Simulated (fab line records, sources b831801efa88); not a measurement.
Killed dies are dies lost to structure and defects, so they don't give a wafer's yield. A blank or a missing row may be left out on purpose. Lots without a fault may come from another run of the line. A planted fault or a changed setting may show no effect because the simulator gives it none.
A struck lot beside a sound one | flow sky130 | 14 steps out of a route of 708
Sound: wafers L673.1, L673.3, L673.4. Struck: wafers L681.2, L681.3, L681.4. The cause comes at the end.
At each step with rows: each side's tool, then ch and its chambers, then its first start. Under that, the readings that differ: sound wafers | struck wafers | difference of the means | sigmas: that difference in standard deviations of wafers without a fault.
alike: readings whose means differ by less than 2 such deviations, and words and numbers that are the same on both sides. not compared: withheld readings, readings that some wafer has no value for, bounds like >300 that may hide the same value, and numbers for which the record gives no deviation and whose values overlap.
The two part at a step that has a row with sigmas, a row that says differs or no value, or rows on one side only. Numbers that don't overlap but have no deviation are shown without sigmas and don't part them. A reading that every wafer of one side lacks parts them only if that side has two wafers or more.

first, 3 steps without rows for these wafers: SKY_METAL4_CLEAN_21 (cleans in IPA, time 180 s); SKY_METAL4_CLEAN_22 (cleans in O3/DIW); SKY_VIA4_HDPCVD_00 (deposits SiO2, target thk 1750 nm, time 291.7 s).
SKY_VIA4_THK_MEAS_01:
  sound on film_metro-03, day 43 11:01; struck on film_metro-01, day 45 13:51
  alike: VIA4_HDPCVD_THK
SKY_VIA4_CMP_02: polishes SiO2.
  sound on cmp-01 ch 0,1,3, day 43 11:05; struck on cmp-01 ch 1,2,3, day 45 13:54
  alike: motor_current_A
SKY_VIA4_BOW_MEAS_03:
  sound on film_metro-04, day 43 11:23; struck on film_metro-01, day 45 14:13
  alike: VIA4_BOW
then, 6 steps without rows for these wafers: SKY_VIA4_DEHYDRATE_04 (time 60 s); SKY_VIA4_HMDS_05 (prime time 60 s); SKY_VIA4_COAT_06 (resist thk 1140 nm); SKY_VIA4_SOFTBAKE_07 (time 60 s); SKY_VIA4_EXPOSE_08 (exposes mask VIM4, target cd 800 nm); SKY_VIA4_PEB_09.
SKY_VIA4_DEVELOP_10: develop time 60 s.
  sound on litho_track-02 ch 0, day 44 08:16; struck on litho_track-04, day 46 09:59
  no value came back on the struck wafers for chill_plate_temp_C (C), develop_time_s (s), resist_line_temp_C (C); on the sound wafers chill_plate_temp_C (C) reads 22.98 23.19 23.01
SKY_VIA4_OVL_MEAS_11:
  sound on overlay-02, day 44 08:25; struck on overlay-01, day 46 10:07
  reading       | sound        | struck | difference                    | sigmas
  VIA4_OVL (nm) | 0.2 1.3 -1.0 | - - -  | no value on the struck wafers |

WHERE THEY PART
First at SKY_VIA4_DEVELOP_10; last, within this record, at SKY_VIA4_OVL_MEAS_11.

WHY: what the simulator had put in
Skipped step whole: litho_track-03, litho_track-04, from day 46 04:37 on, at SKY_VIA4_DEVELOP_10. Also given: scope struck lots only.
